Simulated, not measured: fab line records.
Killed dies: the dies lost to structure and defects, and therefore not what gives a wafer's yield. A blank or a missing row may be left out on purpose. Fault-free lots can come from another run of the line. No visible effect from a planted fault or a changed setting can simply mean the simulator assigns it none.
The tool behind it: which one? | flow sfq-line | 21 wafers from 7 lots sampled at 3 of the route's 325 steps

== WHAT EACH GAUGE READ, for each wafer ==
SFQ_M1_RS_MEAS_909: measurement is done with a four-point probe.
lot  | measured     | on            | M1_NB_RS (ohm/sq)
L219 | day 17 13:47 | film-metro-01 | 0.883 0.881 0.877
L221 | day 17 17:59 | film-metro-04 | 0.883 0.882 0.887
L223 | day 17 23:04 | film-metro-03 | 0.439 0.439 0.439
L225 | day 19 20:40 | film-metro-01 | 0.888 0.888 0.883
L233 | day 25 03:15 | film-metro-01 | 0.443 0.441 0.443
L236 | day 25 23:52 | film-metro-03 | 0.885 0.887 0.877
L239 | day 26 22:53 | film-metro-01 | 0.904 0.899 0.907

== WHICH TOOL RAN EACH LOT (tool, then ch and the chambers of the sampled wafers, then the start) ==
lot  | SFQ_TRILAYER_I0_VIA_STRIP_STRIP_035 | SFQ_TRILAYER_M1_DEP_SPUTTER_037
L219 | rie-metal-01 ch 1, day 17 12:17     | pvd-sputter-05, day 17 13:41
L221 | rie-metal-01 ch 0,1, day 17 17:05   | pvd-sputter-05, day 17 17:53
L223 | rie-metal-01 ch 0,1, day 17 21:53   | pvd-sputter-05, day 17 22:41
L225 | rie-metal-02 ch 1, day 19 19:31     | pvd-sputter-04, day 19 20:32
L233 | rie-metal-02 ch 0,1, day 25 02:06   | pvd-sputter-05, day 25 02:54
L236 | rie-metal-02 ch 1, day 25 22:58     | pvd-sputter-04, day 25 23:46
L239 | rie-metal-04 ch 0,1, day 26 21:59   | pvd-sputter-05, day 26 22:47
- SFQ_TRILAYER_I0_VIA_STRIP_STRIP_035: strips in O2.
- SFQ_TRILAYER_M1_DEP_SPUTTER_037: material Nb, target thk 200 nm, time 133.3 s.

== THE ANSWER, worked out from the rows above alone ==
Rule: what is usual is taken from the lots themselves. Put in order of their means at a reading, lots are off if they are a third of the lots or fewer, leave a main group of 4 or more, and stand apart from it by a gap of 3 or more times the standard deviation of the main group's means; of several such gaps the widest counts. A main group whose means are all the same, to the digits that the tables above print for the reading, isn't used. Also off: a lot with no number at a reading for which 4 or more lots have one. Where the step has rows for the other lots, those lots are counted as sound.
Off: L223, L233, at SFQ_M1_RS_MEAS_909 (M1_NB_RS). Mean 0.887 ohm/sq and standard deviation 0.0082 in the main group.
A tool fits if, at a process step before that reading, it ran every lot that is off, and no sound lot after the first of them. Those tools and the gauges at SFQ_M1_RS_MEAS_909 are tried in the same way. Not one of the candidates tried fits.

== WHAT THE SIMULATOR PUT IN ==
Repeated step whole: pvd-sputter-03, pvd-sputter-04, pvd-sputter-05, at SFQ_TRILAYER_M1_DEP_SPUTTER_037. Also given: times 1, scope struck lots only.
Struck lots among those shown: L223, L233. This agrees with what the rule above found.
